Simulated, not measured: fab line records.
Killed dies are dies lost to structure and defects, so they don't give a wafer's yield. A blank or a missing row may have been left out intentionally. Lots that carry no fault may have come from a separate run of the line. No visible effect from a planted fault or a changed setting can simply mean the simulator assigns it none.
Which tool was responsible? / flow sky130 / 13 lots, 39 wafers sampled, at 2 steps of a route of 708

WHAT THE GAUGES READ, wafer by wafer
SKY_GATE_OXIDE_THK_MEAS_02. Usual: GATE_OXIDE_OXIDATION_00_THK 10.21 nm, standard deviation 0.16.
lot=L722; measured=day 12 19:02; on=film-metro-03; GATE_OXIDE_OXIDATION_00_THK (nm)=10.23 10.10 10.07; flag=
lot=L725; measured=day 13 15:09; on=film-metro-02; GATE_OXIDE_OXIDATION_00_THK (nm)=10.04 10.16 10.16; flag=
lot=L727; measured=day 14 23:11; on=film-metro-04; GATE_OXIDE_OXIDATION_00_THK (nm)=10.06 10.23 10.21; flag=
lot=L726; measured=day 15 04:28; on=film-metro-03; GATE_OXIDE_OXIDATION_00_THK (nm)=10.08 10.12 10.05; flag=
lot=L731; measured=day 15 17:48; on=film-metro-02; GATE_OXIDE_OXIDATION_00_THK (nm)=10.09 10.05 10.22; flag=
lot=L732; measured=day 16 01:12; on=film-metro-03; GATE_OXIDE_OXIDATION_00_THK (nm)=10.25 10.01 9.96; flag=
lot=L734; measured=day 17 00:37; on=film-metro-03; GATE_OXIDE_OXIDATION_00_THK (nm)=10.41 10.64 10.52; flag=
lot=L735; measured=day 17 10:13; on=film-metro-02; GATE_OXIDE_OXIDATION_00_THK (nm)=10.32 10.37 10.40; flag=
lot=L736; measured=day 17 10:13; on=film-metro-03; GATE_OXIDE_OXIDATION_00_THK (nm)=10.14 10.23 10.38; flag=
lot=L738; measured=day 18 05:35; on=film-metro-03; GATE_OXIDE_OXIDATION_00_THK (nm)=10.49 10.29 10.08; flag=
lot=L743; measured=day 20 03:14; on=film-metro-04; GATE_OXIDE_OXIDATION_00_THK (nm)=10.25 10.21 10.26; flag=
lot=L744; measured=day 20 10:02; on=film-metro-02; GATE_OXIDE_OXIDATION_00_THK (nm)=10.17 10.20 10.15; flag=
lot=L745; measured=day 20 15:58; on=film-metro-02; GATE_OXIDE_OXIDATION_00_THK (nm)=10.32 10.25 10.39; flag=

SKY_LDD_P_CD_MEAS_07: the cd target is 380 nm. Usual: cd-nm at 380.5 nm, with a standard deviation of 2.7.
lot=L722; measured=day 18 23:41; on=cd-sem-02; cd-nm (nm)=378.3 376.1 380.1; flag=
lot=L725; measured=day 20 03:22; on=cd-sem-01; cd-nm (nm)=381.9 381.0 381.9; flag=
lot=L727; measured=day 21 12:41; on=cd-sem-02; cd-nm (nm)=376.4 375.9 376.9; flag=
lot=L726; measured=day 21 21:35; on=cd-sem-02; cd-nm (nm)=378.1 380.3 378.4; flag=
lot=L731; measured=day 22 07:32; on=cd-sem-01; cd-nm (nm)=383.9 383.2 382.3; flag=
lot=L732; measured=day 22 13:44; on=cd-sem-01; cd-nm (nm)=382.8 378.8 383.2; flag=
lot=L734; measured=day 23 15:26; on=cd-sem-02; cd-nm (nm)=386.0 386.5 387.1; flag=
lot=L735; measured=day 23 23:23; on=cd-sem-02; cd-nm (nm)=379.5 381.6 381.1; flag=
lot=L736; measured=day 24 01:47; on=cd-sem-02; cd-nm (nm)=378.5 378.0 379.2; flag=
lot=L738; measured=day 24 20:13; on=cd-sem-02; cd-nm (nm)=380.0 382.6 381.3; flag=
lot=L743; measured=day 27 03:40; on=cd-sem-02; cd-nm (nm)=377.9 381.0 381.5; flag=
lot=L744; measured=day 27 04:50; on=cd-sem-02; cd-nm (nm)=381.6 380.9 382.6; flag=
lot=L745; measured=day 27 07:04; on=cd-sem-01; cd-nm (nm)=380.8 381.7 378.7; flag=

TOOL THAT RAN EACH LOT (tool first, then ch and the chambers of the sampled wafers, then the start)
The record shows no process step preceding these readings.

AS READ BY THE TOOLS THEMSELVES (means over the sampled wafers that have a number; for cases with no such wafer, the mark the record gives instead)
The record holds no such reading with a usual standard deviation.

THE ANSWER, worked out from the rows above alone
Rule: a lot counts as off when the mean over its wafers that have a number is more than 3 standard deviations away from the usual mean. Also off: a lot with no number at a reading for which 4 or more lots have one. All remaining lots with rows at the step are treated as sound. Order of review: gauges by route order, followed by the tools' own readings, for which a lot's mean as printed above is used. At the first step where some lot is off, the reading lying furthest off is the one used; lots without a number count as furthest.
Nothing can be told from this: no lot is off at any reading shown.

WHAT THE SIMULATOR PUT IN
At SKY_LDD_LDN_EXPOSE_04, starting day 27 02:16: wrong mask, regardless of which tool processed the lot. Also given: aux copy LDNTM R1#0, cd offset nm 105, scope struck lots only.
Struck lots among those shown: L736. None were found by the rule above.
